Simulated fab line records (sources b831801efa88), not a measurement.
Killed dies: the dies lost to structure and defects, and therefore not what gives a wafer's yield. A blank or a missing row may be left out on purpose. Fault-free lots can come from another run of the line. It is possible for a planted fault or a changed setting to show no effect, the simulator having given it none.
A single fault, viewed from 2 desks || flow gf180mcu || each desk holds nothing but its own numbers, with what lay behind them at the end

== AT THE METROLOGY DESK ==
Lot by lot, what the gauges showed, no matter which tool ran the lot: averages of those sampled wafers that carry a number. Any lot whose mean is over 4 standard deviations away from the usual mean is out of limits and marked OUT; that distance is given in the brackets.
Columns: A = V2_W_RS at GF_V2_RS_MEAS_24, usual 0.326 ohm/sq; B = V2_W_THK at GF_V2_THK_MEAS_25, usual 353 nm
{"lot": "L640", "first seen here": "day 21 00:44", "A": 0.331, "B": 351}
{"lot": "L646", "first seen here": "day 23 10:20", "A": 0.324, "B": 357}
{"lot": "L647", "first seen here": "day 23 17:58", "A": 0.326, "B": 352}
{"lot": "L649", "first seen here": "day 24 07:05", "A": 0.325, "B": 356}
{"lot": "L650", "first seen here": "day 24 20:19", "A": 0.325, "B": 352}
{"lot": "L652", "first seen here": "day 25 07:36", "A": 0.325, "B": 354}
{"lot": "L657", "first seen here": "day 27 00:22", "A": 0.322, "B": 359}
Finding of this desk: none of the 7 lots has anything out of limits.

== TOOL OWNER'S DESK, pvd sputter-01 ==
The tool's own readings at GF_M3_SPUTTER_03 (material Ti, target thk 10 nm, time 6.7 s): means of the sampled wafers that have a number, for each lot that ran on this tool. Any lot whose mean is over 4 standard deviations away from the usual mean is out of limits and marked OUT; that distance is given in the brackets.
Columns: A = throttle valve pct at GF_M3_SPUTTER_03, usual 30.4 %
{"lot": "L640", "first seen here": "day 21 01:22", "A": 30.3}
{"lot": "L646", "first seen here": "day 23 10:59", "A": 30.6}
{"lot": "L647", "first seen here": "day 23 18:37", "A": 30.5}
{"lot": "L649", "first seen here": "day 24 07:40", "A": 30.5}
Finding of this desk: none of the 4 lots has anything out of limits.

== BROUGHT TOGETHER ==
Metrology desk: nothing out of limits seen.
Nothing out of limits was seen by the tool owner's desk.

== WHAT WAS PUT IN BY THE SIMULATOR ==
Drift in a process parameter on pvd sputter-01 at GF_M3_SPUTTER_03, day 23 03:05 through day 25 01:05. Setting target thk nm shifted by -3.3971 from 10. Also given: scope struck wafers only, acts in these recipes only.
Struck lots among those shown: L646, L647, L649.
